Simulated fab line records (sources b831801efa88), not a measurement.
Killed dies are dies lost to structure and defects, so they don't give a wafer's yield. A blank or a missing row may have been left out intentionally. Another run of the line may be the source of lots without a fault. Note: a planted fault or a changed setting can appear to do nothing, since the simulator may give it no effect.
A struck lot beside a sound one	flow sfq-line	31 out of 325 route steps
Sound: the wafers L383.2, L383.4, L383.6. The struck wafers were L392.2, L392.4, L392.6. The cause is given at the end.
For every step that has rows: the tool of each side, followed by ch and its chambers, followed by its first start. Under that, the readings that differ: sound wafers	struck wafers	difference of the means	sigmas: that difference in standard deviations of wafers without a fault.
alike: readings with means less than 2 such deviations apart, plus words and numbers identical on both sides. not compared: withheld readings, readings lacking a value on some wafer, bounds such as >300 that could conceal the same value, and numbers that have no deviation in the record and whose values overlap.
Wherever a step has rows on one side only, a row that says differs or no value, or a row with sigmas, the two part there. Non-overlapping numbers with no deviation appear without sigmas and do not part them. Lack of a reading on every wafer of one side parts them only where that side has two or more wafers.

SFQ_INCOMING_BOW_MEAS_900:
  sound: film-metro-03 at day 3 07:01; struck: film-metro-01 at day 5 04:01
  alike: INCOMING_BOW
then, 1 step without rows for these wafers: SFQ_TRILAYER_INCOMING_OXIDATION_002 (target thk 500 nm, ox time 4939 s).
SFQ_TRILAYER_L0_DEP_SPUTTER_003: material MoNx KI, target thk 40 nm, time 100 s.
  sound: pvd-sputter-03 at day 3 09:29; struck: pvd-sputter-03 at day 5 06:29
reading	sound	struck	difference	sigmas
cathode-dc-power-W (W)	799.96 800.04 799.70	871.30 871.16 871.16	+71.31	+99 or more
model.MoNx_KI_of_TRILAYER_L0_DEP_SPUTTER_003.thk-nm (nm)	40.26 40.01 40.19	43.5 43.2 43.1	+3.1	
  alike: throttle-valve-pct
SFQ_L0_RS_MEAS_901: measures by four-point-probe.
  sound: film-metro-01 at day 3 09:35; struck: film-metro-04 at day 5 06:52
reading	sound	struck	difference	sigmas
L0_MONX_KI_RS (ohm/sq)	43.1 43.4 43.3	40.0 40.3 40.4	-3.0	-8
  not compared: hold
SFQ_L0_THK_MEAS_902: measures by xrf.
  sound: film-metro-01 at day 3 09:41; struck: film-metro-04 at day 5 14:53
reading	sound	struck	difference	sigmas
L0_MONX_KI_THK (nm)	40.9 41.0 40.7	44.1 43.9 43.7	+3.0	+8
  not compared: hold
then, 5 steps without rows for these wafers: SFQ_TRILAYER_L0_LITHO_COAT_005 (resist thk 600 nm); SFQ_TRILAYER_L0_LITHO_SOFTBAKE_009; SFQ_TRILAYER_L0_LITHO_EXPOSE_006 (exposes mask L0, target cd 2000 nm); SFQ_TRILAYER_L0_LITHO_PEB_008 (peb time 60 s); SFQ_TRILAYER_L0_LITHO_DEVELOP_007 (time 60 s).
-- the record jumps here: 3 days lie between the struck wafers' starts before and after --
SFQ_TRILAYER_L0_BARC_OPEN_METAL_ETCH_010: etches BARC in O2, target depth 125 nm, time 41.7 s.
  sound on rie-metal-01 ch 0,1, day 6 10:18; struck on rie-metal-03 ch 0,1, day 8 23:44
  alike: drypump-motor-current-A, oes-product-au
  not compared: rf-hours-counter-h
SFQ_TRILAYER_L0_ETCH_METAL_ETCH_008: etches MoNx KI in SF6/O2, stops on SiO2, target depth 50 nm, time 25 s.
  sound on rie-metal-01 ch 0,1, day 6 10:22; struck on rie-metal-03 ch 0,1, day 8 23:47
reading	sound	struck	difference	sigmas
oes-product-au (a.u.)	0.880 0.868 0.880	0.922 0.915 0.908	+0.039	+7
  alike: drypump-motor-current-A
  not compared: rf-hours-counter-h
then, 2 steps without rows for these wafers: SFQ_TRILAYER_L0_STRIP_STRIP_009 (strips in O2); SFQ_TRILAYER_L0_STRIP_SOLV_CLEAN_010 (cleans in NMP, time 600 s).
SFQ_TRILAYER_L0_CAP_PECVD_011: deposits SiO2 from SiH4/N2O, time 13.333 s, target thk 60 nm.
  sound on pecvd-01 ch 0,2, day 6 11:11; struck on pecvd-04 ch 0,1,2, day 9 00:37
reading	sound	struck	difference	sigmas
throttle-valve-pct (%)	30.9 30.9 25.7	23.0 23.0 23.9	-5.9	-2
  alike: heater-power-w
then, 6 steps without rows for these wafers: SFQ_TRILAYER_L0_VIA_LITHO_COAT_018 (resist thk 62 nm); SFQ_TRILAYER_L0_VIA_LITHO_COAT_013 (resist thk 650 nm); SFQ_TRILAYER_L0_VIA_LITHO_SOFTBAKE_017; SFQ_TRILAYER_L0_VIA_LITHO_EXPOSE_014 (exposes mask L0V, target cd 700 nm); SFQ_TRILAYER_L0_VIA_LITHO_PEB_016 (peb time 60 s); SFQ_TRILAYER_L0_VIA_LITHO_DEVELOP_015 (time 60 s).
-- the record jumps here: 4 days lie between the struck wafers' starts before and after --
SFQ_L0V_OVL_MEAS_903:
  sound: overlay-01 at day 10 10:32; struck: overlay-01 at day 13 06:08
  alike: L0V_OVL
SFQ_TRILAYER_L0_VIA_BARC_OPEN_VIA_ETCH_021: etches BARC in O2, target depth 125 nm, time 41.7 s.
  sound on rie-diel-02 ch 0,2, day 10 10:34; struck on rie-diel-02 ch 1,2,3, day 13 06:10
  alike: drypump-motor-current-A, oes-product-au
  not compared: rf-hours-counter-h
then, 1 step without rows for these wafers: SFQ_TRILAYER_L0_VIA_ETCH_VIA_ETCH_016 (etches SiO2 in CHF3, stops on MoNx KI, target depth 80 nm).
SFQ_TRILAYER_L0_VIA_STRIP_STRIP_017: strips in O2.
  sound on rie-metal-04 ch 0,1, day 10 10:39; struck on rie-metal-04 ch 0,1, day 13 06:16
  alike: drypump-motor-current-A, oes-product-au
  not compared: rf-hours-counter-h
then, 2 steps without rows for these wafers: SFQ_TRILAYER_L0_VIA_STRIP_SOLV_CLEAN_018 (cleans in NMP, time 600 s); SFQ_TRILAYER_M0_DEP_PRE_CLEAN_020 (time 15 s).
SFQ_TRILAYER_M0_DEP_SPUTTER_019: material Nb, target thk 200 nm, time 133.3 s.
  sound: pvd-sputter-04 at day 10 11:27; struck: pvd-sputter-06 at day 13 07:04
  alike: cathode-dc-power-W, throttle-valve-pct
SFQ_M0_RS_MEAS_904: measures by four-point-probe.
  sound: film-metro-04 at day 10 11:34; struck: film-metro-02 at day 13 07:10
  alike: M0_NB_RS
then, 1 step without rows for these wafers: SFQ_TRILAYER_M0_LITHO_COAT_026 (resist thk 62 nm).
-- the record jumps here: 68 days lie between the struck wafers' starts before and after --
SFQ_M8_BOW_MEAS_951:
  sound: film-metro-03 at day 75 00:39; struck: film-metro-03 at day 80 23:14
reading	sound	struck	difference	sigmas
model.etest.l0v.link-ohm	44.1 44.39 44.18	40.89 41.18 41.27	-3.11	
model.etest.l0.ohm-sq	43.2 43.47 43.27	39.98 40.26 40.35	-3.12	
model.etest.l0.ohm-um	21.59 21.72 21.62	20 20.11 20.17	-2	
  alike: M8_BOW

## WHERE THEY PART
At SFQ_TRILAYER_L0_DEP_SPUTTER_003 first; at SFQ_TRILAYER_L0_CAP_PECVD_011 last (within this record only). Later steps at which nothing parts them and some readings are alike: SFQ_L0V_OVL_MEAS_903, SFQ_TRILAYER_L0_VIA_BARC_OPEN_VIA_ETCH_021, SFQ_TRILAYER_L0_VIA_STRIP_STRIP_017, SFQ_TRILAYER_M0_DEP_SPUTTER_019, SFQ_M0_RS_MEAS_904, SFQ_M8_BOW_MEAS_951.

WHY: what had been put in by the simulator
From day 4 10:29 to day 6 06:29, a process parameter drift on pvd-sputter-03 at SFQ_TRILAYER_L0_DEP_SPUTTER_003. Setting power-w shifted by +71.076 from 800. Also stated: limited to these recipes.
